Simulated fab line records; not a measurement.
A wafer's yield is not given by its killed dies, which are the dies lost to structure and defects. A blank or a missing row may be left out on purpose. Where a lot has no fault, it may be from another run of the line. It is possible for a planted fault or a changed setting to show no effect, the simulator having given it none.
Problem report, 8D (eight disciplines) form, completed by code | flow sky130 | the parts of the form that need people (team, actions taken, sign-off) are left out

1. PROBLEM STATEMENT
VIA1_W_RS at SKY_VIA1_RS_MEAS_22 reads a mean of 0.642 ohm/sq on 1 wafer of 1 lot; wafers without a fault read 0.432 ohm/sq with a standard deviation of 0.0042. That is +50 standard deviations from the usual mean.
The step: measures by four-point-probe.
First observed at day 34 23:30: wafer L407.5, on film-metro-02. The record has a number at this step for 30 wafers belonging to 10 lots. Rule for "out", or "out of limits": more than 4 standard deviations from the usual mean. All remaining wafers that have a number are taken as sound.

2. WHAT IT IS, AND WHAT IT ISN'T
question                    | is                | is not
which readings at this step | VIA1_W_RS         | -
which lots                  | L407              | L406, L417, L419, L422, L423, L424, L425, L427, L428
which wafers of those lots  | L407.5            | L407.3, L407.4
read on which gauges        | film-metro-02     | film-metro-03, film-metro-04
when                        | from day 34 23:30 | up to then (5 sound wafers); but 24 sound wafers of L417, L419, L422, L423, L424, L425, L427, L428 came after

3. WHAT RULES OUT EACH SUSPECT
Counting: if a tool at a process step up to the reading ran every lot that is out, it stays a suspect. Sound lots after the first of them don't rule it out here, since some wafers of a struck lot are sound.
- the gauge at SKY_VIA1_RS_MEAS_22: kept. All the wafers that are out were read on film-metro-02, and no step on other tools shows them out.
- plasma-asher-03 at SKY_POLY_CUT_STRIP_12 (strips in O2/N2): kept. L407, the lot that is out, went through it at day 25 10:16; up to then, the latest sound lot through it was L406 at day 25 01:35.
- cvd-w-02 at SKY_VIA1_CVD_21 (deposits W, target thk 270 nm, time 80.902 s): kept. L407, the lot that is out, went through it at day 34 23:22; up to then, the latest sound lot through it was L406 at day 34 18:31.
plasma-asher-03 at SKY_POLY_CUT_STRIP_12, cvd-w-02 at SKY_VIA1_CVD_21 and film-metro-02 at SKY_VIA1_RS_MEAS_22 are what is left after counting.

4. THE CAUSE (what the simulator had put in)
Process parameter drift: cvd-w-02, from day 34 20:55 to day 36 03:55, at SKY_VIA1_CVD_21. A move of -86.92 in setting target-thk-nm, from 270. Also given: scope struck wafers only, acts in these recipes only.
Counting left 3 suspects, and this tool is among them.

5. THE CHAIN OF EFFECTS, in route order
Rows list readings where the struck wafers' mean (over those with a number) sits beyond 3 standard deviations from the usual. Only readings for which the record gives a usual standard deviation are gone through. hours: the time from each lot's start at the first step in this table that gives one to its start at this step, as a median over the lots. sigmas: the change in usual standard deviations.
hours | step                 | reading            | usual        | on struck wafers | change | sigmas
0     | SKY_VIA1_RS_MEAS_22  | VIA1_W_RS          | 0.432 ohm/sq | 0.642            | +0.210 | +50
3     | SKY_VIA1_THK_MEAS_23 | VIA1_W_THK         | 265 nm       | 178              | -87    | -28
12    | SKY_VIA1_CMP_24      | time-to-endpoint-s | 64 s         | 50               | -14    | -3.6
Its process steps:
- SKY_VIA1_CMP_24: polishes, stops on SiO2, t overpolish 15 s, target thk 0 nm.

6. WHAT WOULD HAVE CAUGHT IT SOONER
In this record the first reading out of limits at a measuring or inspecting step was taken at day 34 23:30, 3 hours after the fault began at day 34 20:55.
Of the tool readings at SKY_VIA1_CVD_21 for which the record gives a usual standard deviation, none was out on any struck wafer, so an alarm limit of 4 standard deviations on them would not have fired.
Lots out: 1; all had begun SKY_VIA1_CVD_21 on cvd-w-02 by day 34 23:30. Tool hold at that time: it would have spared none of them.
